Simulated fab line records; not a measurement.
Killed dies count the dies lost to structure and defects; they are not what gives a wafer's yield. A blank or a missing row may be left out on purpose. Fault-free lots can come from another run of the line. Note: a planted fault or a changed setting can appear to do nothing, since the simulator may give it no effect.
Struck lot and sound lot, side by side / flow sky130 / 30 out of 708 route steps
Sound: wafers L692.1, L692.4, L692.5. Wafers struck: L700.2, L700.3, L700.4. The cause comes at the end.
Each step with rows lists, per side, the tool, then ch with its chambers, then its first start. Under that, the readings that differ: sound wafers / struck wafers / difference of the means / sigmas: that difference in standard deviations of wafers without a fault.
alike: readings whose means differ by less than 2 such deviations, and words and numbers that are the same on both sides. not compared: withheld readings, readings that some wafer has no value for, bounds like >300 that may hide the same value, and numbers for which the record gives no deviation and whose values overlap.
The two part at a step that has a row with sigmas, a row that says differs or no value, or rows on one side only. Non-overlapping numbers with no deviation appear without sigmas and do not part them. A reading missing from all wafers of one side parts the sides only when that side holds two or more wafers.

first, 5 steps without rows for these wafers: SKY_SONOS_ONO_COAT_08 (resist thk 1159 nm); SKY_SONOS_ONO_SOFTBAKE_09 (time 60 s); SKY_SONOS_ONO_EXPOSE_10 (exposes mask ONOM, target cd 410 nm); SKY_SONOS_ONO_PEB_11; SKY_SONOS_ONO_DEVELOP_12 (develop time 60 s).
SKY_SONOS_ONO_CD_MEAS_13 targets a cd of 410 nm.
  sound on cd sem-01 at day 12 16:58; struck on cd sem-01 at day 15 14:35
  alike: cd nm
SKY_SONOS_ONO_OVL_MEAS_14:
  sound on overlay-02 at day 12 17:05; struck on overlay-01 at day 15 14:41
reading=SONOS_ONO_OVL (nm); sound=2.7 -0.1 1.6; struck=-1.4 -0.1 -1.6; difference=-2.4; sigmas=-2
SKY_SONOS_ONO_ETCH_15: etches the open film in CHF3/O2, target depth 19.52 nm, time 7.8 s.
  sound on rie diel-03 ch 0,1,2, day 12 17:07; struck on rie diel-02 ch 0,2,3, day 15 14:43
  alike: chamber pressure mTorr, drypump motor current A, oes product au, throttle valve pct
  not compared: rf hours counter h
then, 1 step without rows for these wafers: SKY_SONOS_ONO_WET_ETCH_16 (etches SiO2 in dHF, target depth 14 nm, time 280 s).
SKY_SONOS_ONO_STRIP_17: strips in O2/N2.
  sound on plasma asher-02 ch 0,1, day 12 17:13; struck on plasma asher-02 ch 0,1, day 15 14:50
  alike: chamber pressure mTorr, drypump motor current A, oes product au, strip time to endpoint s
  not compared: rf hours counter h
then, 2 steps without rows for these wafers: SKY_SONOS_ONO_WET_ETCH_18 (etches Si3N4 in H3PO4, target depth 15 nm, time 172 s); SKY_GATE_OXIDE_CLEAN_00 (cleans in SC1/SC2, time 150 s).
SKY_GATE_OXIDE_OXIDATION_01: stabilise 600 s, purge 300 s, target thk 10.268 nm.
  sound on furnace-02 ch 0, day 12 19:04; struck on furnace-02 ch 0, day 15 17:17
reading=spike tc centre C (C); sound=900.6 899.0 898.4; struck=895.4 894.6 893.7; difference=-4.8; sigmas=-5
reading=spike tc lower C (C); sound=900.2 899.7 901.5; struck=894.0 895.7 895.7; difference=-5.3; sigmas=-5
reading=spike tc top C (C); sound=910.0 907.2 909.8; struck=904.3 903.0 904.1; difference=-5.2; sigmas=-3
reading=spike tc upper C (C); sound=899.7 900.1 900.7; struck=894.2 893.9 892.9; difference=-6.5; sigmas=-5
reading=tube center temp C (C); sound=899.92 900.1 900.07; struck=894.48 894.53 894.47; difference=-5.54; sigmas=-62
reading=tube_center_temp_C_max; sound=902.3 902.9 902.5; struck=896.4 896.9 897.1; difference=-5.8; sigmas=-13
reading=model.SiO2_of_GATE_OXIDE_OXIDATION_01.thk nm (nm); sound=10.19 10.16 10.2; struck=9.819 9.756 9.797; difference=-0.393; sigmas=
  alike: zone power lower pct
SKY_GATE_OXIDE_THK_MEAS_02:
  sound on film metro-01 at day 12 20:29; struck on film metro-01 at day 15 18:41
  alike: GATE_OXIDE_OXIDATION_00_THK
then, 7 steps without rows for these wafers: SKY_GATE_OXIDE_DEHYDRATE_03 (time 60 s); SKY_GATE_OXIDE_HMDS_04 (prime time 60 s); SKY_GATE_OXIDE_COAT_05 (resist thk 1140 nm); SKY_GATE_OXIDE_SOFTBAKE_06 (time 60 s); SKY_GATE_OXIDE_EXPOSE_07 (exposes mask LVOM, target cd 600 nm); SKY_GATE_OXIDE_PEB_08; SKY_GATE_OXIDE_DEVELOP_09 (develop time 60 s).
SKY_GATE_OXIDE_OVL_MEAS_10:
  sound on overlay-01 at day 13 21:40; struck on overlay-01 at day 16 22:25
  alike: GATE_OXIDE_OVL
then, 2 steps without rows for these wafers: SKY_GATE_OXIDE_IMPLANT_11; SKY_GATE_OXIDE_WET_ETCH_12 (etches SiO2 in dHF, target depth 16.8 nm, time 336 s).
SKY_GATE_OXIDE_STRIP_13: strips in O2/N2.
  sound on plasma asher-04 ch 0,1, day 13 21:58; struck on plasma asher-02 ch 0,1, day 16 22:43
  alike: chamber pressure mTorr, drypump motor current A, oes product au, strip time to endpoint s
  not compared: rf hours counter h
SKY_GATE_OXIDE_TW_MEAS_14:
  sound on film metro-01 at day 13 22:04; struck on film metro-01 at day 16 22:49
  alike: GATE_OXIDE_TW
then, 1 step without rows for these wafers: SKY_GATE_OXIDE_CLEAN_15 (cleans in SC1/SC2, time 150 s).
SKY_GATE_OXIDE_OXIDATION_16: stabilise 600 s, purge 300 s, target thk 3.57 nm.
  sound on furnace-01 ch 0, day 14 00:05; struck on furnace-01 ch 0, day 16 22:55
reading=model.SiO2_of_GATE_OXIDE_OXIDATION_01.thk nm (nm); sound=11.57 11.54 11.59; struck=11.23 11.12 11.18; difference=-0.39; sigmas=
  alike: spike tc centre C, spike tc lower C, spike tc top C, spike tc upper C, tube center temp C, tube_center_temp_C_max, zone power lower pct
then, 1 step without rows for these wafers: SKY_POLY_GATE_CVD_00 (deposits poly-Si, target thk 180 nm, time 720 s).
-- record jumps: 31 days separate the struck wafers' starts on either side; left off in module POLY_GATE, taken up again in module PAD_OPEN, whose first shown step is the route's number 708 --
SKY_PAD_OPEN_PROBE_99:
  sound on prober-02 at day 45 19:49; struck on prober-02 at day 48 02:29
reading=model.etest.nfet_16v.r on ohm um; sound=1.431e+04 1.428e+04 1.412e+04; struck=1.381e+04 1.389e+04 1.389e+04; difference=-3.733e+02; sigmas=
reading=model.etest.tip sonos.rs ohm sq; sound=2721 2699 2748; struck=2620 2619 2675; difference=-85; sigmas=
reading=model.etest.nfet g5v0d10v5.r on ohm um; sound=1882 1871 1877; struck=1834 1852 1860; difference=-28; sigmas=
reading=model.etest.nfet g5v0d10v5.drive ua um; sound=605.2 611.1 612; struck=633.2 633.2 626.9; difference=+21.7; sigmas=
reading=model.etest.nfet_05v0_nvt.drive ua um; sound=572.4 578 576; struck=594.7 595.1 592; difference=+18.5; sigmas=
reading=model.etest.nfet_16v.drive ua um; sound=219.4 221.3 222.2; struck=230 233 231.6; difference=+11; sigmas=
  alike: killed_at_M0_to_M3, killed_at_M4_up, killed at contacts, killed at front end, killed at other, killed dies, killed open, killed short
  not compared: model.etest.pfet g5v0d10v5.r on ohm um, model.etest.pfet g5v0d10v5.drive ua um

== WHERE THEY PART ==
First at SKY_SONOS_ONO_OVL_MEAS_14; last, within this record, at SKY_GATE_OXIDE_OXIDATION_01. Later steps at which nothing parts them and some readings are alike: SKY_GATE_OXIDE_THK_MEAS_02, SKY_GATE_OXIDE_OVL_MEAS_10, SKY_GATE_OXIDE_STRIP_13, SKY_GATE_OXIDE_TW_MEAS_14, SKY_GATE_OXIDE_OXIDATION_16, SKY_PAD_OPEN_PROBE_99.

WHY: what had been put in by the simulator
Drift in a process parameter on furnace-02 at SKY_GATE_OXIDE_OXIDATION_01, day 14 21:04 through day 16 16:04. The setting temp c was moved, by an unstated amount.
